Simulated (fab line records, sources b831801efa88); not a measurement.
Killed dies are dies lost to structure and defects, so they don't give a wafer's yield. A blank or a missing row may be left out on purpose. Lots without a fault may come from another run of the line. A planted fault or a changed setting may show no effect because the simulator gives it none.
One fault seen from 2 desks | flow sky130 | each desk has only its own numbers; what lay behind them comes last

THE METROLOGY DESK
What the gauges read, lot by lot, whatever tool the lot ran on: means of the sampled wafers that have a number. A lot is out of limits, marked OUT, if its mean lies more than 4 standard deviations from the usual mean; the brackets give that distance.
Columns: A = VT_ADJUST_HVTP_TW at SKY_VT_ADJUST_HVTP_TW_MEAS_11, usual 1357; B = METAL1_ALCU_RS at SKY_METAL1_RS_MEAS_05, usual 0.1268 ohm/sq; C = VIA1_BOW at SKY_VIA1_BOW_MEAS_03, usual 81 um; D = VIA1_OVL at SKY_VIA1_OVL_MEAS_13, usual 5 nm
lot  | first seen here | A    | B      | C  | D
L283 | day 6 04:38     | 1354 | 0.1287 | 71 | 8
L284 | day 6 12:24     | 1351 | 0.1272 | 77 | 0
L285 | day 6 20:44     | 1356 | 0.1263 | 76 | 5
L286 | day 7 06:37     | 1344 | 0.1273 | 81 | 6
L289 | day 7 22:23     | 1363 | 0.1228 | 73 | 6
L295 | day 9 16:45     | 1391 | 0.1266 | 74 | 3
L294 | day 9 17:57     | 1396 | 0.1253 | 81 | 6
L296 | day 9 22:12     | 1376 | 0.1269 | 80 | 8
L298 | day 10 09:30    | 1361 | 0.1256 | 82 | 4
L299 | day 10 16:52    | 1339 | 0.1260 | 84 | 0
L301 | day 11 06:36    | 1350 | 0.1269 | 73 | 2
L302 | day 11 09:32    | 1375 | 0.1254 | 86 | 4
L304 | day 12 03:12    | 1337 | 0.1284 | 78 | 3
This desk's finding: nothing out of limits on any of the 13 lots.

THE TOOL OWNER'S DESK: implanter-02
The tool's own readings at SKY_VT_ADJUST_HVTP_IMPLANT_09: means of the sampled wafers that have a number, for each lot that ran on this tool. A lot is out of limits, marked OUT, if its mean lies more than 4 standard deviations from the usual mean; the brackets give that distance.
Columns: A = beam_energy_keV at SKY_VT_ADJUST_HVTP_IMPLANT_09, usual 150.01; B = faraday_current_uA at SKY_VT_ADJUST_HVTP_IMPLANT_09, usual 24.3
lot  | first seen here | A                        | B
L283 | day 6 04:23     | 150.05                   | 24.1
L285 | day 6 20:31     | 150.04                   | 24.1
L286 | day 7 06:22     | 150.09                   | 24.6
L289 | day 7 22:08     | 149.98                   | 24.6
L295 | day 9 16:30     | 167.89 (+99 or more) OUT | 23.8
L294 | day 9 17:42     | 167.80 (+99 or more) OUT | 24.5
This desk's finding: out of limits on L294, L295; first on L295, day 9 16:30 (beam_energy_keV at SKY_VT_ADJUST_HVTP_IMPLANT_09). In limits: L283, L285, L286, L289.

PUT TOGETHER
The tool owner's desk could have raised an alarm at day 9 16:30, on L294, L295.
The metrology desk saw nothing out of limits.
The metrology desk has L294, L295 on record, within its limits.
Of the lots named, all ran SKY_VT_ADJUST_HVTP_IMPLANT_09 on implanter-02.

WHAT THE SIMULATOR HAD PUT IN
Process parameter drift: implanter-02, from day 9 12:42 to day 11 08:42, at SKY_VT_ADJUST_HVTP_IMPLANT_09. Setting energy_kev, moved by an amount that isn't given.
Lots struck among those shown: L294, L295.
Hours from the fault's start to each desk's first reading out of limits: the tool owner's desk, 4.
